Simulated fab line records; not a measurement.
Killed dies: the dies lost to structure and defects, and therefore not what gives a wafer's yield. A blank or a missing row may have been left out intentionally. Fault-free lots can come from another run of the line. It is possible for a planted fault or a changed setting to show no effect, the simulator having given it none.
fab line records || flow sky130
record: {"lots": 6, "wafers": 18, "last-day": 50}
route steps=708 shown LDD_N@240 PAD_OPEN@708
lots with no fault: from the same line, run without faults
start-h: start of the lot's first displayed wafer, in hours after the record's first day || wait-h: time in hours since the lot's previous step || " identical to the entry in the row above || L1.1+2: several wafers, shown together as one row || - no value present, or no start provided || * or withheld: withheld || < > ~ a bound
route shown NAME@n: NAME is a module with steps in the file, n the number in the route of the first one || usual: mean/standard deviation of fault-free wafers || same: alike in all rows || chamber/n: place in a boat || sites: readings site by site || _std_site: standard deviation of those values || _edge_site: outer sites' mean less inner sites' || radius-mm: how far each site lies from the wafer's centre || mask NAME#n: copy n || behind: the most recent tool/chamber to have shaped the wafer || hold: the reason the lot was held/the length of the hold in hours/how it ended || device: the transistor (n, p or np) that didn't switch || end of line: the same wafers' tests at the end of the route || where a step has no rows: the recipe by itself || killed: the dies lost at the first sort to structure and to defects; this is not the yield of the wafer || map: per-die view of a wafer (x killed, . not killed, _ where there is no die)
set.NAME: the setting as run; set.NAME@STEP: as run at that earlier step || model.NAME: the simulator's own value behind a step, which no gauge read
lots seen at some steps along the route; tables by step, rows by wafer
services: the hour from which a tool's chamber was out of use, counted from the record's first day as start-h (under 0 if before that day), plus the number of hours and why
== steps ==
step: SKY_LDD_N_SOFTBAKE_03
recipe: {"temp-c": 90, "time-s": 60, "resist": "NOVOLAK"}
step: SKY_LDD_N_EXPOSE_04
recipe: {"mask-id": "NTM", "target-cd-nm": 840, "na": 0.6, "source-shape": "conventional", "sigma-outer": 0.6, "dose-mj": 110}
step: SKY_LDD_N_PEB_05
recipe: {"temp-c": "withheld", "time-s": "*", "resist": "NOVOLAK"}
step: SKY_LDD_N_DEVELOP_06
recipe: {"develop-time-s": 60, "dev-temp-c": 23}
step: SKY_LDD_N_OVL_MEAS_07
usual: {"LDD_N_OVL": "1.3/1.5"}
{"lot.wafer": "L227.1", "tool": "overlay-02", "chamber": "-", "start-h": 400.62, "wait-h": 0.1, "LDD_N_OVL[nm]": 1.0}
{"lot.wafer": "L227.4", "tool": "overlay-02", "chamber": "-", "start-h": 400.62, "wait-h": 0.1, "LDD_N_OVL[nm]": 3.0}
{"lot.wafer": "L227.5", "tool": "overlay-02", "chamber": "-", "start-h": 400.62, "wait-h": 0.1, "LDD_N_OVL[nm]": 1.2}
{"lot.wafer": "L230.2", "tool": "overlay-01", "chamber": "-", "start-h": 442.33, "wait-h": 0.1, "LDD_N_OVL[nm]": 1.0}
{"lot.wafer": "L230.3", "tool": "overlay-01", "chamber": "-", "start-h": 442.33, "wait-h": 0.1, "LDD_N_OVL[nm]": 1.0}
{"lot.wafer": "L230.5", "tool": "overlay-01", "chamber": "-", "start-h": 442.33, "wait-h": 0.1, "LDD_N_OVL[nm]": 0.4}
{"lot.wafer": "L237.1", "tool": "overlay-01", "chamber": "-", "start-h": 505.78, "wait-h": 0.1, "LDD_N_OVL[nm]": 1.5}
{"lot.wafer": "L237.2", "tool": "overlay-01", "chamber": "-", "start-h": 505.78, "wait-h": 0.1, "LDD_N_OVL[nm]": 1.0}
{"lot.wafer": "L237.6", "tool": "overlay-01", "chamber": "-", "start-h": 505.78, "wait-h": 0.1, "LDD_N_OVL[nm]": 1.2}
{"lot.wafer": "L240.1", "tool": "overlay-02", "chamber": "-", "start-h": 522.73, "wait-h": 0.1, "LDD_N_OVL[nm]": 2.5}
{"lot.wafer": "L240.2", "tool": "overlay-02", "chamber": "-", "start-h": 522.73, "wait-h": 0.1, "LDD_N_OVL[nm]": 3.1}
{"lot.wafer": "L240.4", "tool": "overlay-02", "chamber": "-", "start-h": 522.73, "wait-h": 0.1, "LDD_N_OVL[nm]": 3.4}
{"lot.wafer": "L244.1", "tool": "overlay-02", "chamber": "-", "start-h": 560.32, "wait-h": 0.1, "LDD_N_OVL[nm]": 0.8}
{"lot.wafer": "L244.3", "tool": "overlay-02", "chamber": "-", "start-h": 560.32, "wait-h": 0.1, "LDD_N_OVL[nm]": -0.4}
{"lot.wafer": "L244.5", "tool": "overlay-02", "chamber": "-", "start-h": 560.32, "wait-h": 0.1, "LDD_N_OVL[nm]": -0.9}
{"lot.wafer": "L249.2", "tool": "overlay-02", "chamber": "-", "start-h": 599.73, "wait-h": 0.1, "LDD_N_OVL[nm]": 2.7}
{"lot.wafer": "L249.5", "tool": "overlay-02", "chamber": "-", "start-h": 599.73, "wait-h": 0.1, "LDD_N_OVL[nm]": 2.9}
{"lot.wafer": "L249.6", "tool": "overlay-02", "chamber": "-", "start-h": 599.73, "wait-h": 0.1, "LDD_N_OVL[nm]": 1.7}
step: SKY_LDD_N_IMPLANT_08
recipe: {"species": "As", "energy-kev": 20, "dose-cm2": 7.5e+13, "tilt-deg": "withheld", "rotation-deg": 23}
step: SKY_LDD_N_IMPLANT_09
recipe: {"species": "As", "energy-kev": 20, "dose-cm2": 7.5e+13, "tilt-deg": "withheld", "rotation-deg": 113}
step: SKY_LDD_N_IMPLANT_10
recipe: {"species": "As", "energy-kev": 20, "dose-cm2": 7.5e+13, "tilt-deg": "withheld", "rotation-deg": 203}
step: SKY_LDD_N_IMPLANT_11
recipe: {"species": "As", "energy-kev": 20, "dose-cm2": 7.5e+13, "tilt-deg": "withheld", "rotation-deg": 293}
step: SKY_LDD_N_IMPLANT_12
recipe: {"species": "BF2", "energy-kev": 50, "dose-cm2": 5e+12, "tilt-deg": 30, "rotation-deg": 0}
step: SKY_LDD_N_IMPLANT_13
recipe: {"species": "BF2", "energy-kev": 50, "dose-cm2": 5e+12, "tilt-deg": 30, "rotation-deg": 90}
step: SKY_LDD_N_IMPLANT_14
recipe: {"species": "BF2", "energy-kev": 50, "dose-cm2": 5e+12, "tilt-deg": 30, "rotation-deg": 180}
step: SKY_LDD_N_IMPLANT_15
recipe: {"species": "BF2", "energy-kev": 50, "dose-cm2": 5e+12, "tilt-deg": 30, "rotation-deg": 270}
usual: {"dose-ions-cm2": "5e+12/5.6e+09", "faraday-current-uA": "28.2/0.54"}
{"lot.wafer": "L227.1", "tool": "implanter-04", "chamber": 0, "start-h": 401.70, "wait-h": 0.1, "dose-ions-cm2": 4.996e+12, "faraday-current-uA": 28.3}
{"lot.wafer": "L227.4", "tool": "implanter-04", "chamber": 0, "start-h": 401.70, "wait-h": 0.1, "dose-ions-cm2": 5.009e+12, "faraday-current-uA": 27.8}
{"lot.wafer": "L227.5", "tool": "implanter-04", "chamber": 0, "start-h": 401.70, "wait-h": 0.1, "dose-ions-cm2": 4.999e+12, "faraday-current-uA": 28.1}
{"lot.wafer": "L230.2", "tool": "implanter-01", "chamber": 0, "start-h": 443.44, "wait-h": 0.1, "dose-ions-cm2": 4.993e+12, "faraday-current-uA": 28.0}
{"lot.wafer": "L230.3", "tool": "implanter-01", "chamber": 0, "start-h": 443.44, "wait-h": 0.1, "dose-ions-cm2": 4.996e+12, "faraday-current-uA": 27.5}
{"lot.wafer": "L230.5", "tool": "implanter-01", "chamber": 0, "start-h": 443.44, "wait-h": 0.1, "dose-ions-cm2": 4.989e+12, "faraday-current-uA": 28.3}
{"lot.wafer": "L237.1", "tool": "implanter-04", "chamber": 0, "start-h": 506.86, "wait-h": 0.1, "dose-ions-cm2": 3.033e+12, "faraday-current-uA": 16.9}
{"lot.wafer": "L237.2", "tool": "implanter-04", "chamber": 0, "start-h": 506.86, "wait-h": 0.1, "dose-ions-cm2": 3.029e+12, "faraday-current-uA": 17.1}
{"lot.wafer": "L237.6", "tool": "implanter-04", "chamber": 0, "start-h": 506.86, "wait-h": 0.1, "dose-ions-cm2": 3.037e+12, "faraday-current-uA": 16.8}
{"lot.wafer": "L240.1", "tool": "implanter-04", "chamber": 0, "start-h": 523.82, "wait-h": 0.1, "dose-ions-cm2": 3.033e+12, "faraday-current-uA": 17.0}
{"lot.wafer": "L240.2", "tool": "implanter-04", "chamber": 0, "start-h": 523.82, "wait-h": 0.1, "dose-ions-cm2": 3.034e+12, "faraday-current-uA": 17.1}
{"lot.wafer": "L240.4", "tool": "implanter-04", "chamber": 0, "start-h": 523.82, "wait-h": 0.1, "dose-ions-cm2": 3.027e+12, "faraday-current-uA": 17.1}
{"lot.wafer": "L244.1", "tool": "implanter-01", "chamber": 0, "start-h": 561.40, "wait-h": 0.1, "dose-ions-cm2": 5.006e+12, "faraday-current-uA": 27.9}
{"lot.wafer": "L244.3", "tool": "implanter-01", "chamber": 0, "start-h": 561.40, "wait-h": 0.1, "dose-ions-cm2": 5.007e+12, "faraday-current-uA": 29.2}
{"lot.wafer": "L244.5", "tool": "implanter-01", "chamber": 0, "start-h": 561.40, "wait-h": 0.1, "dose-ions-cm2": 4.998e+12, "faraday-current-uA": 27.7}
{"lot.wafer": "L249.2", "tool": "implanter-01", "chamber": 0, "start-h": 600.84, "wait-h": 0.1, "dose-ions-cm2": 5.006e+12, "faraday-current-uA": 28.9}
{"lot.wafer": "L249.5", "tool": "implanter-01", "chamber": 0, "start-h": 600.84, "wait-h": 0.1, "dose-ions-cm2": 5.013e+12, "faraday-current-uA": 28.1}
{"lot.wafer": "L249.6", "tool": "implanter-01", "chamber": 0, "start-h": 600.84, "wait-h": 0.1, "dose-ions-cm2": 5.003e+12, "faraday-current-uA": 27.2}
step: SKY_LDD_N_STRIP_16
recipe: {"chemistry": "O2/N2", "power-w": 1400, "pressure-mtorr": 1500, "platen-temp-c": "withheld", "o2-flow-sccm": 3000, "n2-flow-sccm": 300, "overash-fraction": 0.5}
usual: {"drypump-motor-current-A": "5.7/0.39", "oes-product-au": "0.407/0.0044", "strip-time-to-endpoint-s": "4.314/0.015"}
{"lot.wafer": "L227.1", "tool": "plasma-asher-02", "chamber": 1, "start-h": 401.85, "wait-h": 0.1, "drypump-motor-current-A": 5.8, "oes-product-au": 0.409, "rf-hours-counter-h": 56, "strip-time-to-endpoint-s": 4.338}
{"lot.wafer": "L227.4", "tool": "plasma-asher-02", "chamber": 0, "start-h": 401.85, "wait-h": 0.1, "drypump-motor-current-A": 6.4, "oes-product-au": 0.406, "rf-hours-counter-h": "-", "strip-time-to-endpoint-s": 4.333}
{"lot.wafer": "L227.5", "tool": "plasma-asher-02", "chamber": 0, "start-h": 401.85, "wait-h": 0.1, "drypump-motor-current-A": 6.4, "oes-product-au": 0.414, "rf-hours-counter-h": "-", "strip-time-to-endpoint-s": 4.329}
{"lot.wafer": "L230.2", "tool": "plasma-asher-04", "chamber": 0, "start-h": 443.56, "wait-h": 0.1, "drypump-motor-current-A": 5.4, "oes-product-au": 0.414, "rf-hours-counter-h": 1, "strip-time-to-endpoint-s": 4.319}
{"lot.wafer": "L230.3", "tool": "plasma-asher-04", "chamber": 0, "start-h": 443.56, "wait-h": 0.1, "drypump-motor-current-A": 5.5, "oes-product-au": 0.400, "rf-hours-counter-h": "-", "strip-time-to-endpoint-s": 4.317}
{"lot.wafer": "L230.5", "tool": "plasma-asher-04", "chamber": 1, "start-h": 443.56, "wait-h": 0.1, "drypump-motor-current-A": 5.8, "oes-product-au": 0.406, "rf-hours-counter-h": "-", "strip-time-to-endpoint-s": 4.331}
{"lot.wafer": "L237.1", "tool": "plasma-asher-02", "chamber": 0, "start-h": 507.01, "wait-h": 0.1, "drypump-motor-current-A": 6.4, "oes-product-au": 0.403, "rf-hours-counter-h": 65, "strip-time-to-endpoint-s": 4.301}
{"lot.wafer": "L237.2", "tool": "plasma-asher-02", "chamber": 1, "start-h": 507.01, "wait-h": 0.1, "drypump-motor-current-A": 5.8, "oes-product-au": 0.408, "rf-hours-counter-h": 65, "strip-time-to-endpoint-s": 4.301}
{"lot.wafer": "L237.6", "tool": "plasma-asher-02", "chamber": 1, "start-h": 507.01, "wait-h": 0.1, "drypump-motor-current-A": 5.8, "oes-product-au": 0.409, "rf-hours-counter-h": "-", "strip-time-to-endpoint-s": 4.304}
{"lot.wafer": "L240.1", "tool": "plasma-asher-04", "chamber": 0, "start-h": 523.97, "wait-h": 0.1, "drypump-motor-current-A": 5.4, "oes-product-au": 0.400, "rf-hours-counter-h": 10, "strip-time-to-endpoint-s": 4.324}
{"lot.wafer": "L240.2", "tool": "plasma-asher-04", "chamber": 1, "start-h": 523.97, "wait-h": 0.1, "drypump-motor-current-A": 5.8, "oes-product-au": 0.411, "rf-hours-counter-h": 10, "strip-time-to-endpoint-s": 4.344}
{"lot.wafer": "L240.4", "tool": "plasma-asher-04", "chamber": 1, "start-h": 523.97, "wait-h": 0.1, "drypump-motor-current-A": 5.8, "oes-product-au": 0.410, "rf-hours-counter-h": "-", "strip-time-to-endpoint-s": 4.333}
{"lot.wafer": "L244.1", "tool": "plasma-asher-02", "chamber": 1, "start-h": 561.55, "wait-h": 0.1, "drypump-motor-current-A": 5.8, "oes-product-au": 0.402, "rf-hours-counter-h": 71, "strip-time-to-endpoint-s": 4.309}
{"lot.wafer": "L244.3", "tool": "plasma-asher-02", "chamber": 0, "start-h": 561.55, "wait-h": 0.1, "drypump-motor-current-A": 6.4, "oes-product-au": 0.407, "rf-hours-counter-h": "-", "strip-time-to-endpoint-s": 4.279}
{"lot.wafer": "L244.5", "tool": "plasma-asher-02", "chamber": 0, "start-h": 561.55, "wait-h": 0.1, "drypump-motor-current-A": 6.4, "oes-product-au": 0.410, "rf-hours-counter-h": "-", "strip-time-to-endpoint-s": 4.290}
{"lot.wafer": "L249.2", "tool": "plasma-asher-04", "chamber": 1, "start-h": 600.96, "wait-h": 0.1, "drypump-motor-current-A": 5.8, "oes-product-au": 0.410, "rf-hours-counter-h": 18, "strip-time-to-endpoint-s": 4.311}
{"lot.wafer": "L249.5", "tool": "plasma-asher-04", "chamber": 1, "start-h": 600.96, "wait-h": 0.1, "drypump-motor-current-A": 5.8, "oes-product-au": 0.407, "rf-hours-counter-h": "-", "strip-time-to-endpoint-s": 4.342}
{"lot.wafer": "L249.6", "tool": "plasma-asher-04", "chamber": 0, "start-h": 600.96, "wait-h": 0.1, "drypump-motor-current-A": 5.4, "oes-product-au": 0.404, "rf-hours-counter-h": "-", "strip-time-to-endpoint-s": 4.338}
step: SKY_PAD_OPEN_PROBE_99
usual: {"killed_at_M0_to_M3": "44/7", "killed_at_M4_up": "3.0/1.8", "killed-at-contacts": "24/4.9", "killed-at-front-end": "15/5", "killed-at-other": "0.2/0.53", "killed-dies": "87/8.7", "killed-open": "48/6.8", "killed-short": "39/5.7"}
same: {"gross-dies": 492, "killed-at-back-side": 0}
{"lot.wafer": "L227.1", "tool": "prober-02", "chamber": "-", "start-h": 1075.55, "wait-h": 0.1, "killed_at_M0_to_M3": 43, "killed_at_M4_up": 4, "killed-at-contacts": 24, "killed-at-front-end": 19, "killed-at-other": 0, "killed-dies": 90, "killed-open": 52, "killed-short": 38, "model.etest.nfet_01v8_turned.vt-sat-v": 0.654, "model.etest.nfet_01v8_lvt.vt-sat-v": 0.5396}
{"lot.wafer": "L227.4", "tool": "prober-02", "chamber": "-", "start-h": 1075.70, "wait-h": 0.2, "killed_at_M0_to_M3": 42, "killed_at_M4_up": 1, "killed-at-contacts": 30, "killed-at-front-end": 16, "killed-at-other": 1, "killed-dies": 90, "killed-open": 43, "killed-short": 47, "model.etest.nfet_01v8_turned.vt-sat-v": 0.6555, "model.etest.nfet_01v8_lvt.vt-sat-v": 0.5379}
{"lot.wafer": "L227.5", "tool": "prober-02", "chamber": "-", "start-h": 1075.75, "wait-h": 0.2, "killed_at_M0_to_M3": 49, "killed_at_M4_up": 7, "killed-at-contacts": 25, "killed-at-front-end": 25, "killed-at-other": 0, "killed-dies": 106, "killed-open": 55, "killed-short": 51, "model.etest.nfet_01v8_turned.vt-sat-v": 0.6637, "model.etest.nfet_01v8_lvt.vt-sat-v": 0.5481}
{"lot.wafer": "L230.2", "tool": "prober-01", "chamber": "-", "start-h": 1101.41, "wait-h": 0.1, "killed_at_M0_to_M3": 47, "killed_at_M4_up": 4, "killed-at-contacts": 25, "killed-at-front-end": 9, "killed-at-other": 0, "killed-dies": 85, "killed-open": 47, "killed-short": 38, "model.etest.nfet_01v8_turned.vt-sat-v": 0.6397, "model.etest.nfet_01v8_lvt.vt-sat-v": 0.5248}
{"lot.wafer": "L230.3", "tool": "prober-01", "chamber": "-", "start-h": 1101.46, "wait-h": 0.2, "killed_at_M0_to_M3": 53, "killed_at_M4_up": 4, "killed-at-contacts": 14, "killed-at-front-end": 12, "killed-at-other": 0, "killed-dies": 83, "killed-open": 50, "killed-short": 33, "model.etest.nfet_01v8_turned.vt-sat-v": 0.643, "model.etest.nfet_01v8_lvt.vt-sat-v": 0.5372}
{"lot.wafer": "L230.5", "tool": "prober-01", "chamber": "-", "start-h": 1101.56, "wait-h": 0.2, "killed_at_M0_to_M3": 44, "killed_at_M4_up": 1, "killed-at-contacts": 24, "killed-at-front-end": 17, "killed-at-other": 1, "killed-dies": 87, "killed-open": 49, "killed-short": 38, "model.etest.nfet_01v8_turned.vt-sat-v": 0.6437, "model.etest.nfet_01v8_lvt.vt-sat-v": 0.5271}
{"lot.wafer": "L237.1", "tool": "prober-01", "chamber": "-", "start-h": 1147.94, "wait-h": 0.1, "killed_at_M0_to_M3": 41, "killed_at_M4_up": 4, "killed-at-contacts": 19, "killed-at-front-end": 25, "killed-at-other": 0, "killed-dies": 89, "killed-open": 51, "killed-short": 38, "model.etest.nfet_01v8_turned.vt-sat-v": 0.6166, "model.etest.nfet_01v8_lvt.vt-sat-v": 0.5183}
{"lot.wafer": "L237.2", "tool": "prober-01", "chamber": "-", "start-h": 1147.99, "wait-h": 0.1, "killed_at_M0_to_M3": 43, "killed_at_M4_up": 4, "killed-at-contacts": 31, "killed-at-front-end": 8, "killed-at-other": 1, "killed-dies": 87, "killed-open": 44, "killed-short": 43, "model.etest.nfet_01v8_turned.vt-sat-v": 0.6146, "model.etest.nfet_01v8_lvt.vt-sat-v": 0.5217}
{"lot.wafer": "L237.6", "tool": "prober-01", "chamber": "-", "start-h": 1148.19, "wait-h": 0.2, "killed_at_M0_to_M3": 33, "killed_at_M4_up": 3, "killed-at-contacts": 26, "killed-at-front-end": 21, "killed-at-other": 0, "killed-dies": 83, "killed-open": 46, "killed-short": 37, "model.etest.nfet_01v8_turned.vt-sat-v": 0.6138, "model.etest.nfet_01v8_lvt.vt-sat-v": 0.5178}
{"lot.wafer": "L240.1", "tool": "prober-01", "chamber": "-", "start-h": 1154.89, "wait-h": 0.1, "killed_at_M0_to_M3": 36, "killed_at_M4_up": 2, "killed-at-contacts": 15, "killed-at-front-end": 11, "killed-at-other": 2, "killed-dies": 66, "killed-open": 35, "killed-short": 31, "model.etest.nfet_01v8_turned.vt-sat-v": 0.6293, "model.etest.nfet_01v8_lvt.vt-sat-v": 0.531}
{"lot.wafer": "L240.2", "tool": "prober-01", "chamber": "-", "start-h": 1154.94, "wait-h": 0.1, "killed_at_M0_to_M3": 34, "killed_at_M4_up": 0, "killed-at-contacts": 27, "killed-at-front-end": 15, "killed-at-other": 0, "killed-dies": 76, "killed-open": 51, "killed-short": 25, "model.etest.nfet_01v8_turned.vt-sat-v": 0.632, "model.etest.nfet_01v8_lvt.vt-sat-v": 0.5276}
{"lot.wafer": "L240.4", "tool": "prober-01", "chamber": "-", "start-h": 1155.04, "wait-h": 0.2, "killed_at_M0_to_M3": 49, "killed_at_M4_up": 4, "killed-at-contacts": 26, "killed-at-front-end": 8, "killed-at-other": 0, "killed-dies": 87, "killed-open": 45, "killed-short": 42, "model.etest.nfet_01v8_turned.vt-sat-v": 0.6202, "model.etest.nfet_01v8_lvt.vt-sat-v": 0.5212}
{"lot.wafer": "L244.1", "tool": "prober-01", "chamber": "-", "start-h": 1175.13, "wait-h": 0.1, "killed_at_M0_to_M3": 46, "killed_at_M4_up": 1, "killed-at-contacts": 16, "killed-at-front-end": 29, "killed-at-other": 1, "killed-dies": 93, "killed-open": 56, "killed-short": 37, "model.etest.nfet_01v8_turned.vt-sat-v": 0.6358, "model.etest.nfet_01v8_lvt.vt-sat-v": 0.5216}
{"lot.wafer": "L244.3", "tool": "prober-01", "chamber": "-", "start-h": 1175.23, "wait-h": 0.2, "killed_at_M0_to_M3": 39, "killed_at_M4_up": 2, "killed-at-contacts": 29, "killed-at-front-end": 16, "killed-at-other": 0, "killed-dies": 86, "killed-open": 47, "killed-short": 39, "model.etest.nfet_01v8_turned.vt-sat-v": 0.6351, "model.etest.nfet_01v8_lvt.vt-sat-v": 0.5248}
{"lot.wafer": "L244.5", "tool": "prober-01", "chamber": "-", "start-h": 1175.33, "wait-h": 0.2, "killed_at_M0_to_M3": 50, "killed_at_M4_up": 2, "killed-at-contacts": 18, "killed-at-front-end": 16, "killed-at-other": 0, "killed-dies": 86, "killed-open": 53, "killed-short": 33, "model.etest.nfet_01v8_turned.vt-sat-v": 0.6528, "model.etest.nfet_01v8_lvt.vt-sat-v": 0.5409}
{"lot.wafer": "L249.2", "tool": "prober-02", "chamber": "-", "start-h": 1199.54, "wait-h": 0.1, "killed_at_M0_to_M3": 49, "killed_at_M4_up": 2, "killed-at-contacts": 18, "killed-at-front-end": 9, "killed-at-other": 0, "killed-dies": 78, "killed-open": 47, "killed-short": 31, "model.etest.nfet_01v8_turned.vt-sat-v": 0.6624, "model.etest.nfet_01v8_lvt.vt-sat-v": 0.547}
{"lot.wafer": "L249.5", "tool": "prober-02", "chamber": "-", "start-h": 1199.69, "wait-h": 0.2, "killed_at_M0_to_M3": 35, "killed_at_M4_up": 1, "killed-at-contacts": 33, "killed-at-front-end": 13, "killed-at-other": 0, "killed-dies": 82, "killed-open": 50, "killed-short": 32, "model.etest.nfet_01v8_turned.vt-sat-v": 0.6645, "model.etest.nfet_01v8_lvt.vt-sat-v": 0.5547}
{"lot.wafer": "L249.6", "tool": "prober-02", "chamber": "-", "start-h": 1199.74, "wait-h": 0.2, "killed_at_M0_to_M3": 41, "killed_at_M4_up": 1, "killed-at-contacts": 25, "killed-at-front-end": 18, "killed-at-other": 0, "killed-dies": 85, "killed-open": 52, "killed-short": 33, "model.etest.nfet_01v8_turned.vt-sat-v": 0.6567, "model.etest.nfet_01v8_lvt.vt-sat-v": 0.5435}
killed by level:class
L227.1 VIA1:geometric-particle:open=10 CONTACT:geometric-particle:open=8 LI_CONTACT:geometric-particle:open=7 VIA3:geometric-particle:open=7 FIELD_ISO:geometric-particle:short=6 VIA2:geometric-particle:open=6 METAL2:geometric-particle:short=5 POLY_GATE:geometric-particle:open=4
L227.4 VIA1:geometric-particle:open=15 CONTACT:geometric-particle:open=9 CONTACT:geometric-particle:short=7 VIA1:geometric-particle:short=7 LI_CONTACT:geometric-particle:short=6 METAL1:geometric-particle:short=5 POLY_GATE:geometric-particle:short=5 FIELD_ISO:geometric-particle:short=4
L227.5 CONTACT:geometric-particle:open=13 METAL1:geometric-particle:short=10 VIA1:geometric-particle:open=10 METAL2:geometric-particle:short=7 LI_CONTACT:geometric-particle:open=6 VIA1:geometric-particle:short=6 VIA2:geometric-particle:open=6 FIELD_ISO:geometric-particle:short=5
L230.2 VIA2:geometric-particle:open=10 CONTACT:geometric-particle:open=10 VIA3:geometric-particle:open=8 LI_CONTACT:geometric-particle:open=7 VIA1:geometric-particle:open=7 METAL2:geometric-particle:short=7 METAL1:geometric-particle:short=6 VIA1:geometric-particle:short=5
L230.3 VIA1:geometric-particle:open=16 VIA2:geometric-particle:open=9 POLY_GATE:geometric-particle:short=7 LI_CONTACT:geometric-particle:open=6 VIA3:geometric-particle:open=5 METAL1:geometric-particle:short=4 METAL1:geometric-particle:open=4 VIA2:geometric-particle:short=4
L230.5 CONTACT:geometric-particle:open=11 VIA3:geometric-particle:open=8 VIA1:geometric-particle:open=8 LI_CONTACT:geometric-particle:open=7 VIA2:geometric-particle:open=6 FIELD_ISO:geometric-particle:short=5 POLY_GATE:geometric-particle:short=4 VIA1:geometric-particle:short=4
L237.1 FIELD_ISO:geometric-particle:open=11 METAL2:geometric-particle:short=10 VIA2:geometric-particle:open=9 CONTACT:geometric-particle:open=7 VIA1:geometric-particle:open=6 LOCAL_INTERCONNECT:geometric-particle:short=4 CONTACT:geometric-particle:short=4 FIELD_ISO:geometric-particle:short=3
L237.2 METAL2:geometric-particle:short=9 CONTACT:geometric-particle:open=9 LI_CONTACT:geometric-particle:open=8 VIA2:geometric-particle:open=6 METAL1:geometric-particle:short=6 LOCAL_INTERCONNECT:geometric-particle:short=5 VIA3:geometric-particle:open=5 LOCAL_INTERCONNECT:geometric-particle:open=4
L237.6 CONTACT:geometric-particle:open=11 VIA2:geometric-particle:open=7 POLY_GATE:geometric-particle:open=6 POLY_GATE:geometric-particle:short=5 LI_CONTACT:geometric-particle:open=5 VIA1:geometric-particle:short=5 METAL3:geometric-particle:short=5 LOCAL_INTERCONNECT:geometric-particle:open=4
L240.1 VIA1:geometric-particle:open=9 VIA3:geometric-particle:open=8 LI_CONTACT:geometric-particle:open=5 METAL2:geometric-particle:short=4 CONTACT:geometric-particle:open=4 FIELD_ISO:geometric-particle:short=3 CONTACT:geometric-particle:short=3 METAL1:geometric-particle:short=3
L240.2 CONTACT:geometric-particle:open=12 LI_CONTACT:geometric-particle:open=9 METAL2:geometric-particle:short=6 VIA1:geometric-particle:open=6 VIA2:geometric-particle:open=5 FIELD_ISO:geometric-particle:open=4 POLY_GATE:geometric-particle:open=4 VIA3:geometric-particle:open=4
L240.4 VIA1:geometric-particle:open=11 LI_CONTACT:geometric-particle:open=9 VIA1:geometric-particle:short=8 VIA3:geometric-particle:open=7 METAL2:geometric-particle:short=7 CONTACT:geometric-particle:open=6 METAL1:geometric-particle:short=6 LI_CONTACT:geometric-particle:short=4
L244.1 VIA1:geometric-particle:open=11 VIA2:geometric-particle:open=9 CONTACT:geometric-particle:open=9 FIELD_ISO:geometric-particle:open=8 POLY_GATE:geometric-particle:open=8 POLY_GATE:geometric-particle:short=6 METAL2:geometric-particle:short=6 METAL1:geometric-particle:short=5
L244.3 LI_CONTACT:geometric-particle:open=12 VIA1:geometric-particle:open=9 VIA3:geometric-particle:open=7 CONTACT:geometric-particle:open=6 FIELD_ISO:geometric-particle:open=5 LOCAL_INTERCONNECT:geometric-particle:short=5 VIA1:geometric-particle:short=5 FIELD_ISO:geometric-particle:short=4
L244.5 VIA1:geometric-particle:open=17 LI_CONTACT:geometric-particle:open=8 VIA2:geometric-particle:open=8 VIA3:geometric-particle:open=5 FIELD_ISO:geometric-particle:open=4 POLY_GATE:geometric-particle:short=4 CONTACT:geometric-particle:short=4 VIA1:geometric-particle:short=4
L249.2 VIA1:geometric-particle:open=10 VIA3:geometric-particle:open=8 VIA2:geometric-particle:open=7 METAL2:geometric-particle:short=6 LI_CONTACT:geometric-particle:open=5 CONTACT:geometric-particle:open=5 VIA3:geometric-particle:short=5 VIA2:geometric-particle:short=4
L249.5 CONTACT:geometric-particle:open=11 LI_CONTACT:geometric-particle:open=9 LOCAL_INTERCONNECT:geometric-particle:short=8 VIA1:geometric-particle:open=8 VIA2:geometric-particle:open=6 FIELD_ISO:geometric-particle:open=4 VIA1:geometric-particle:short=4 METAL1:geometric-particle:short=4
L249.6 VIA1:geometric-particle:open=12 CONTACT:geometric-particle:open=11 VIA2:geometric-particle:open=8 CONTACT:geometric-particle:short=6 POLY_GATE:geometric-particle:short=5 LI_CONTACT:geometric-particle:open=5 METAL1:geometric-particle:short=5 VIA3:geometric-particle:short=5
== services ==
{"tool": "plasma-asher-04", "chamber": "-", "start-h": 421.25, "hours": 9.0, "kind": "pm"}
{"tool": "plasma-asher-04", "chamber": 0, "start-h": 421.25, "hours": 9.0, "kind": "vent-cycle"}
{"tool": "plasma-asher-04", "chamber": 1, "start-h": 421.25, "hours": 9.0, "kind": "vent-cycle"}
{"tool": "plasma-asher-04", "chamber": 0, "start-h": 430.25, "hours": "-", "kind": "clean"}
{"tool": "plasma-asher-04", "chamber": 1, "start-h": 430.25, "hours": "-", "kind": "clean"}
{"tool": "implanter-01", "chamber": "-", "start-h": 455.06, "hours": 3.6, "kind": "repair"}
{"tool": "implanter-01", "chamber": "-", "start-h": 482.03, "hours": 4.4, "kind": "repair"}
{"tool": "plasma-asher-02", "chamber": "-", "start-h": 490.29, "hours": 15.6, "kind": "pm"}
{"tool": "implanter-01", "chamber": "-", "start-h": 490.61, "hours": 1.2, "kind": "repair"}
{"tool": "plasma-asher-02", "chamber": "-", "start-h": 519.09, "hours": 1.8, "kind": "repair"}
{"tool": "implanter-04", "chamber": "-", "start-h": 593.15, "hours": 2.9, "kind": "repair"}
== key ==
first-sign: {"step": "SKY_LDD_N_IMPLANT_15", "reading": "dose-ions-cm2", "direction": "down", "sigmas": "99+", "usual": "*", "struck": "*"}
effect: {"step": "SKY_LDD_N_IMPLANT_15", "reading": "faraday-current-uA", "direction": "down", "sigmas": 21, "usual": 28.2, "struck": 17.0}
model-effect: {"step": "SKY_PAD_OPEN_PROBE_99", "value": "etest.nfet_01v8_turned.vt-sat-v", "without": 0.6476, "struck": 0.6211}
met-at SKY_LDD_N_IMPLANT_15
struck-wafers L237.1,L237.2,L237.6,L240.1,L240.2,L240.4
tester-left-out L237,L240
onset-between 401.70 506.86
fault: {"kind": "process-parameter-drift", "tool": "implanter-04", "chamber": "-", "onset-h": 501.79, "steps": "SKY_LDD_N_IMPLANT_15", "channel": "dose-cm2", "offset": "*", "shape": "step", "end-h": 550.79, "acts-in": "*", "stated": "*"}
tester-left-out: of these lots the tester's yield and bins aren't shown, on N5 and GAA mostly nor the transistor test; their killed dies are dies lost to structure and defects alone, not to doping, threshold or leakage, so they don't give the yield
